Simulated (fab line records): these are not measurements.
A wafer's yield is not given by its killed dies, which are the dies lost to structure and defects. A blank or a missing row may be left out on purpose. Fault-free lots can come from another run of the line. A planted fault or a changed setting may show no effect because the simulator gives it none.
Check of tool commonality -- flow gf180mcu -- Sampled: 14 lots, 42 wafers

## WHY THIS WAS OPENED
2 of 14 lots carry a flag on the reading V1_W_RS at GF_V1_RS_MEAS_24. No-fault wafers: 0.3271 ohm/sq, standard deviation 0.0027.
Rule: a lot gets a flag if all its wafers with a number sit over 4 standard deviations from that mean, or if no wafer of it has a number. As for the other lots, they are considered sound.

lot,measured,on,"V1_W_RS (ohm/sq), wafer by wafer",flag
L765,day 17 21:34,film_metro-03,0.3243 0.3284 0.3270,
L767,day 18 16:49,film_metro-02,0.3264 0.3260 0.3271,
L768,day 18 22:41,film_metro-02,0.3290 0.3293 0.3263,
L770,day 19 20:53,film_metro-04,42.720 42.345 42.448,FLAGGED
L771,day 20 07:55,film_metro-03,42.145 41.988 41.821,FLAGGED
L773,day 21 19:41,film_metro-02,0.3272 0.3264 0.3245,
L778,day 23 08:52,film_metro-02,0.3286 0.3281 0.3302,
L783,day 24 15:44,film_metro-02,0.3277 0.3267 0.3254,
L782,day 24 16:58,film_metro-03,0.3266 0.3244 0.3294,
L784,day 25 09:19,film_metro-03,0.3290 0.3284 0.3249,
L785,day 25 11:25,film_metro-03,0.3306 0.3305 0.3248,
L786,day 25 13:02,film_metro-04,0.3283 0.3260 0.3245,
L787,day 25 22:41,film_metro-02,0.3227 0.3244 0.3253,
L788,day 26 06:07,film_metro-04,0.3294 0.3290 0.3300,
Flagged lots average 42.2445 ohm/sq: +41.9174 ohm/sq relative to the usual, that is +99 or more standard deviations.

## WHICH TOOL EACH LOT WENT THROUGH
Before the reading, the record contains 3 process steps out of a 602-step route. Each cell gives the tool, then ch followed by the chambers the sampled wafers passed through, then the start.
lot,flag,GF_V1_ETCH_16,GF_V1_SPUTTER_21,GF_V1_CVD_23
L765,,"rie_diel-02 ch 1,2,3, day 17 20:20","pvd_sputter-02, day 17 21:21","cvd_w-02 ch 0, day 17 21:27"
L767,,"rie_diel-01 ch 0,3, day 18 15:54","pvd_sputter-01, day 18 16:34","cvd_w-01 ch 0,1, day 18 16:42"
L768,,"rie_diel-03 ch 2,3, day 18 21:47","pvd_sputter-01, day 18 22:26","cvd_w-02 ch 0,1, day 18 22:35"
L770,FLAGGED,"rie_diel-03 ch 1,2,3, day 19 19:57","pvd_sputter-03, day 19 20:39","cvd_w-02 ch 0,1, day 19 20:45"
L771,FLAGGED,"rie_diel-01 ch 2,3, day 20 06:59","pvd_sputter-01, day 20 07:40","cvd_w-02 ch 0,1, day 20 07:48"
L773,,"rie_diel-01 ch 1,2,3, day 21 18:36","pvd_sputter-01, day 21 19:26","cvd_w-02 ch 0,1, day 21 19:35"
L778,,"rie_diel-01 ch 1,2, day 23 07:56","pvd_sputter-03, day 23 08:37","cvd_w-01 ch 0,1, day 23 08:46"
L783,,"rie_diel-02 ch 0,1,2, day 24 14:50","pvd_sputter-02, day 24 15:29","cvd_w-01 ch 0,1, day 24 15:38"
L782,,"rie_diel-01 ch 0,1,3, day 24 16:03","pvd_sputter-01, day 24 16:43","cvd_w-02 ch 0,1, day 24 16:49"
L784,,"rie_diel-03 ch 1,3, day 25 08:24","pvd_sputter-01, day 25 09:06","cvd_w-01 ch 0,1, day 25 09:12"
L785,,"rie_diel-02 ch 1,2, day 25 10:32","pvd_sputter-01, day 25 11:11","cvd_w-02 ch 0,1, day 25 11:17"
L786,,"rie_diel-01 ch 1,3, day 25 12:07","pvd_sputter-02, day 25 12:47","cvd_w-01 ch 0,1, day 25 12:55"
L787,,"rie_diel-03 ch 0,1,3, day 25 21:43","pvd_sputter-01, day 25 22:24","cvd_w-01 ch 0,1, day 25 22:32"
L788,,"rie_diel-02 ch 2,3, day 26 05:14","pvd_sputter-02, day 26 05:53","cvd_w-01 ch 0,1, day 26 05:59"
What is done by these steps:
- GF_V1_ETCH_16: etches BARC in N2/H2.
- GF_V1_SPUTTER_21: material Ti, target thk 15 nm, time 80.02 s.
- GF_V1_CVD_23: deposits W, target thk 350 nm, time 105.05 s.
- GF_V1_RS_MEAS_24: measures by four-point-probe.

## FLAGGED AGAINST TOTAL, ONE TOOL AT A TIME (gauges that did the reading follow at the end)
step,tool,lots run,flagged,share of the flagged lots,sound lots run after its first flagged lot
GF_V1_ETCH_16,rie_diel-01,6,1,some,"4 (L773,L778,L782,L786)"
GF_V1_ETCH_16,rie_diel-02,4,0,none,-
GF_V1_ETCH_16,rie_diel-03,4,1,some,"2 (L784,L787)"
GF_V1_SPUTTER_21,pvd_sputter-01,8,1,some,"5 (L773,L782,L784,L785,L787)"
GF_V1_SPUTTER_21,pvd_sputter-02,4,0,none,-
GF_V1_SPUTTER_21,pvd_sputter-03,2,1,some,1 (L778)
GF_V1_CVD_23,cvd_w-01,7,0,none,-
GF_V1_CVD_23,cvd_w-02,7,2,all,"3 (L773,L782,L785)"
GF_V1_RS_MEAS_24,film_metro-02,6,0,none,-
GF_V1_RS_MEAS_24,film_metro-03,5,1,some,"3 (L782,L784,L785)"
GF_V1_RS_MEAS_24,film_metro-04,3,1,some,"2 (L786,L788)"

## WHAT THE TABLE ALLOWS
Rows of the table that ran each flagged lot: 1, that is cvd_w-02 at GF_V1_CVD_23.
- cvd_w-02 at GF_V1_CVD_23 ran 7 lots, 2 of them flagged. Sound lots ran on it after the first flagged one (L773, L782, L785), which a lasting fault on the whole tool wouldn't allow. On the flagged lots its readings are blank where sound lots have values: chamber_pressure_Torr, heater_power_outer_w, heater_power_w.
Every row of the table either missed a flagged lot or ran a sound lot after the first.

## WHAT THE SIMULATOR HAD INSERTED
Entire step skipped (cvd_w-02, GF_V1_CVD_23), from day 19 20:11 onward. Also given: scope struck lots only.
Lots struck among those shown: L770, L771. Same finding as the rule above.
